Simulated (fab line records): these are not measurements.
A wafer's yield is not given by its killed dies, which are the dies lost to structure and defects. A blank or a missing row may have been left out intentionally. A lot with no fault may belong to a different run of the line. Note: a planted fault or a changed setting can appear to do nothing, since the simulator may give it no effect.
Problem report in the 8D (eight disciplines) form, filled by code ; flow sky130 ; the parts of the form that need people (team, actions taken, sign-off) are left out

== 1. WHAT WENT WRONG ==
NWELL_RS at SKY_NWELL_RS_MEAS_29 reads a mean of 653.8 ohm/sq on 3 wafers of 1 lot; wafers without a fault read 624.8 ohm/sq with a standard deviation of 1.7. That is +17 standard deviations from the usual mean.
The step: measures by four-point-probe.
The first sign was on wafer L631.1 at day 8 00:23, on film_metro-02. Wafers with a number at this step in the record: 30, from 10 lots. The rule behind "out" and "out of limits": a value lying over 4 standard deviations away from the usual mean. The rest of the wafers with a number are treated as sound.

== 2. WHAT IT IS; WHAT IT IS NOT ==
question;is;is not
which readings at this step;NWELL_RS;-
which lots;L631;L621, L622, L623, L624, L625, L626, L627, L638, L644
which wafers of those lots;all that have a number;-
read on which gauges;film_metro-02;film_metro-03, film_metro-04
when;from day 8 00:23;"up to then (21 sound wafers); but 6 sound wafers of L638, L644 came after"

== 3. WHAT RULES OUT EACH SUSPECT ==
Counting: a tool at any process step up to the reading remains a suspect when it ran all the lots that are out and ran no sound lot after the first of those.
- the gauge at SKY_NWELL_RS_MEAS_29: kept. All the wafers that are out were read on film_metro-02, and no step on other tools shows them out.
- implanter-02 at SKY_NWELL_IMPLANT_11: kept. It ran the lot that is out, L631 (day 7 03:40), and no sound lot after that; its last sound lot up to then is L627 (day 6 00:32).
What counting leaves: implanter-02 at SKY_NWELL_IMPLANT_11 and film_metro-02 at SKY_NWELL_RS_MEAS_29.

== 4. THE CAUSE (what the simulator had put in) ==
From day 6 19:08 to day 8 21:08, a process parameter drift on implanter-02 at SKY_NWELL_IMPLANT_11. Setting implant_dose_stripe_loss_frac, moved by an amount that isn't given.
Of the 2 suspects that counting leaves, this tool is one.

== 5. THE CHAIN OF EFFECTS, in route order ==
Each row: a reading whose mean over the struck wafers that have a number lies more than 3 standard deviations from the usual. Scope: only readings with a usual standard deviation given in the record; hours: median across lots of the time from each lot's start at the first step in this table that gives one to its start at this step; sigmas: change in usual standard deviations.
hours;step;reading;usual;on struck wafers;change;sigmas
0;SKY_NWELL_RS_MEAS_29;NWELL_RS;624.8 ohm/sq;653.8;+29.0;+17

== 6. HOW IT WOULD HAVE BEEN CAUGHT EARLIER ==
Counted from the fault's start at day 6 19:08, it took 29 hours until the first out-of-limits reading at a measuring or inspecting step in this record, taken at day 8 00:23.
No tool reading at SKY_NWELL_IMPLANT_11 that has a usual standard deviation in the record was out on any struck wafer, so an alarm limit of 4 standard deviations on those readings would not have fired.
All the lots that are out (1) had begun SKY_NWELL_IMPLANT_11 on implanter-02 by day 8 00:23. Had the tool been put on hold then, not one of them would have been saved.
